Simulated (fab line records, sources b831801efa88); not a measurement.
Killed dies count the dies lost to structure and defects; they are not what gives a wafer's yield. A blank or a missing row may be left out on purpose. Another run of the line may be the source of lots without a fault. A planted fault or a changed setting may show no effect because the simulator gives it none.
The tool behind it: which one? | flow gf180mcu | Sampling: 12 lots, 36 wafers, 4 of 602 route steps

WHAT THE GAUGES READ, wafer by wafer
GF_NSD_OVL_MEAS_08. Usual: for NSD_OVL the level is 0.0 nm and the standard deviation is 1.3.
lot  | measured     | on         | NSD_OVL (nm)   | flag
L680 | day 13 16:58 | overlay-01 | -1.4 -1.1 -0.7 |
L683 | day 14 19:36 | overlay-02 | 1.3 2.2 2.0    |
L684 | day 15 03:49 | overlay-02 | 0.6 1.3 1.1    |
L685 | day 15 09:07 | overlay-01 | -2.2 -1.1 -0.3 |
L692 | day 18 01:16 | overlay-01 | -2.4 1.5 0.5   |
L694 | day 18 19:15 | overlay-02 | -0.5 0.3 -0.7  |
L695 | day 19 05:25 | overlay-01 | -1.4 -1.8 -0.5 |
L697 | day 19 17:17 | overlay-01 | 0.3 0.1 -0.3   |
L698 | day 20 05:01 | overlay-01 | 0.0 -0.8 1.1   |
L699 | day 20 09:58 | overlay-01 | 0.0 -0.8 -0.4  |
L701 | day 21 02:19 | overlay-02 | -0.9 -0.4 -0.7 |
L702 | day 21 11:21 | overlay-01 | 1.4 0.4 0.7    |

TOOL THAT RAN EACH LOT (tool first, then ch and the chambers of the sampled wafers, then the start)
lot  | GF_NWELL_SOFTBAKE_03             | GF_NWELL_STRIP_10                   | GF_DUAL_GATE_STRIP_13
L680 | litho-track-03 ch 0, day 3 06:41 | plasma-asher-02 ch 0,1, day 3 13:58 | plasma-asher-01 ch 0,1, day 8 14:34
L683 | litho-track-02 ch 0, day 3 22:23 | plasma-asher-03 ch 1, day 4 05:05   | plasma-asher-02 ch 1, day 9 12:18
L684 | litho-track-03 ch 0, day 4 04:47 | plasma-asher-02 ch 0,1, day 4 11:44 | plasma-asher-02 ch 0,1, day 9 20:45
L685 | litho-track-04 ch 0, day 4 08:36 | plasma-asher-04 ch 0, day 4 15:23   | plasma-asher-02 ch 0,1, day 9 23:54
L692 | litho-track-03 ch 0, day 5 22:04 | plasma-asher-04 ch 0,1, day 6 06:37 | plasma-asher-04 ch 0,1, day 12 04:38
L694 | litho-track-03 ch 0, day 6 12:34 | plasma-asher-04 ch 0,1, day 6 20:55 | plasma-asher-02 ch 0,1, day 12 21:03
L695 | litho-track-04 ch 0, day 6 16:18 | plasma-asher-03 ch 0,1, day 7 00:31 | plasma-asher-01 ch 0,1, day 13 04:34
L697 | litho-track-02 ch 0, day 7 02:50 | plasma-asher-02 ch 0,1, day 7 11:01 | plasma-asher-02 ch 0,1, day 13 16:49
L698 | litho-track-02 ch 0, day 7 07:29 | plasma-asher-03 ch 0,1, day 7 15:47 | plasma-asher-01 ch 0,1, day 13 23:46
L699 | litho-track-02 ch 0, day 7 14:36 | plasma-asher-02 ch 0,1, day 7 23:07 | plasma-asher-02 ch 0,1, day 14 07:03
L701 | litho-track-04 ch 0, day 7 23:52 | plasma-asher-04 ch 0,1, day 8 08:25 | plasma-asher-04 ch 0,1, day 14 19:17
L702 | litho-track-04 ch 0, day 8 05:38 | plasma-asher-03 ch 0,1, day 8 14:44 | plasma-asher-01 ch 0,1, day 15 04:20
- GF_NWELL_SOFTBAKE_03
- GF_NWELL_STRIP_10: strips in O2/N2.
- GF_DUAL_GATE_STRIP_13: strips in O2/N2.

AS READ BY THE TOOLS THEMSELVES (means over the sampled wafers that have a number; for cases with no such wafer, the mark the record gives instead)
GF_NWELL_SOFTBAKE_03. Usual: heater-power-total-W 65.32 W, standard deviation 0.14; plate-temp-C 110.00 C, standard deviation 0.15.
lot  | tool           | heater-power-total-W (W) | plate-temp-C (C) | flag
L680 | litho-track-03 | 65.23                    | 109.85           |
L683 | litho-track-02 | 65.36                    | 109.97           |
L684 | litho-track-03 | 65.33                    | 110.07           |
L685 | litho-track-04 | 65.31                    | 110.05           |
L692 | litho-track-03 | 62.20                    | 106.28           | OFF
L694 | litho-track-03 | 62.32                    | 106.15           | OFF
L695 | litho-track-04 | 65.28                    | 109.72           |
L697 | litho-track-02 | 65.28                    | 110.01           |
L698 | litho-track-02 | 65.43                    | 109.98           |
L699 | litho-track-02 | 65.31                    | 110.28           |
L701 | litho-track-04 | 65.31                    | 110.08           |
L702 | litho-track-04 | 65.41                    | 110.16           |

GF_NWELL_STRIP_10. Usual: drypump-motor-current-A 5.92 A, standard deviation 0.29; heater-power-w 325 W, standard deviation 31; oes-product-au 0.722 a.u., standard deviation 0.0046; platen-temp-c 250.03 C, standard deviation 0.17; strip-time-to-endpoint-s 36.99 s, standard deviation 0.099.
lot  | tool            | drypump-motor-current-A (A) | heater-power-w (W) | oes-product-au (a.u.) | platen-temp-c (C) | strip-time-to-endpoint-s (s) | flag
L680 | plasma-asher-02 | 6.10                        | 335                | 0.720                 | 250.31            | 37.01                        |
L683 | plasma-asher-03 | 6.16                        | 321                | 0.719                 | 250.06            | 37.14                        |
L684 | plasma-asher-02 | 6.16                        | 351                | 0.724                 | 250.01            | 37.02                        |
L685 | plasma-asher-04 | 5.35                        | 326                | 0.725                 | 249.95            | 36.85                        |
L692 | plasma-asher-04 | 5.64                        | 287                | 0.725                 | 250.12            | 37.28                        |
L694 | plasma-asher-04 | 5.51                        | 313                | 0.721                 | 250.07            | 37.42                        | OFF
L695 | plasma-asher-03 | 6.01                        | 342                | 0.722                 | 249.89            | 36.87                        |
L697 | plasma-asher-02 | 6.10                        | 333                | 0.724                 | 250.08            | 37.03                        |
L698 | plasma-asher-03 | 6.04                        | 335                | 0.717                 | 250.19            | 36.94                        |
L699 | plasma-asher-02 | 6.12                        | 328                | 0.723                 | 250.23            | 37.03                        |
L701 | plasma-asher-04 | 5.67                        | 283                | 0.722                 | 250.01            | 36.91                        |
L702 | plasma-asher-03 | 6.08                        | 331                | 0.718                 | 250.03            | 36.84                        |

GF_DUAL_GATE_STRIP_13. Usual: drypump-motor-current-A 6.0 A, standard deviation 0.44; heater-power-w 319 W, standard deviation 33; oes-product-au 0.716 a.u., standard deviation 0.0047; platen-temp-c 250.02 C, standard deviation 0.18; strip-time-to-endpoint-s 12.64 s, standard deviation 0.032.
lot  | tool            | drypump-motor-current-A (A) | heater-power-w (W) | oes-product-au (a.u.) | platen-temp-c (C) | strip-time-to-endpoint-s (s) | flag
L680 | plasma-asher-01 | 6.7                         | 303                | 0.717                 | 250.16            | 12.64                        |
L683 | plasma-asher-02 | 6.0                         | 314                | 0.717                 | 250.22            | 12.68                        |
L684 | plasma-asher-02 | 6.1                         | 336                | 0.720                 | 249.95            | 12.63                        |
L685 | plasma-asher-02 | 6.1                         | 333                | 0.722                 | 250.08            | 12.66                        |
L692 | plasma-asher-04 | 5.5                         | 304                | 0.718                 | 249.86            | 12.63                        |
L694 | plasma-asher-02 | 6.2                         | 358                | 0.721                 | 249.94            | 12.68                        |
L695 | plasma-asher-01 | 6.6                         | 304                | 0.715                 | 249.99            | 12.67                        |
L697 | plasma-asher-02 | 6.1                         | 336                | 0.716                 | 250.18            | 12.64                        |
L698 | plasma-asher-01 | 6.6                         | 304                | 0.716                 | 249.89            | 12.66                        |
L699 | plasma-asher-02 | 6.1                         | 356                | 0.717                 | 249.81            | 12.63                        |
L701 | plasma-asher-04 | 5.5                         | 309                | 0.714                 | 250.03            | 12.65                        |
L702 | plasma-asher-01 | 6.6                         | 304                | 0.715                 | 249.91            | 12.67                        |

THE ANSWER, worked out from the rows above alone
Rule: lot off if the mean of its wafers having a number is beyond 3 standard deviations from the usual mean. A lot without any number at a reading at which 4 lots or more have one is off too. Any other lot the step has rows for is counted as sound. After the gauges, taken in route order, come the tools' own readings; for these a lot's mean is taken, as printed above. The first step at which some lot is off is used, and at that step the reading that is off furthest; a lot without a number counts as furthest.
Off at GF_NWELL_SOFTBAKE_03 (plate-temp-C): L692, L694.
If a tool, at that step or one of the process steps before it, ran each lot that is off and ran no sound lot following the first of them, it fits. One fits: GF_NWELL_SOFTBAKE_03 on litho-track-03. A fault onset in the window from L684 (day 4 04:47, its last sound lot) to L692 (day 5 22:04, its first lot off) fits.
The tool's own readings at GF_NWELL_SOFTBAKE_03 bear it out: on the lots that are off they differ by more than 5 times the standard deviation of the sound lots' means. heater-power-total-W reads 62.26 W there against 65.33 W on the sound lots; plate-temp-C reads 106.22 C there against 110.02 C on the sound lots.

WHAT THE SIMULATOR PUT IN
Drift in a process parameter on litho-track-03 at GF_NWELL_SOFTBAKE_03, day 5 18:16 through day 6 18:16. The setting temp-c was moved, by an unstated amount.
Lots struck among those shown: L692, L694. The rule above reached the same finding.
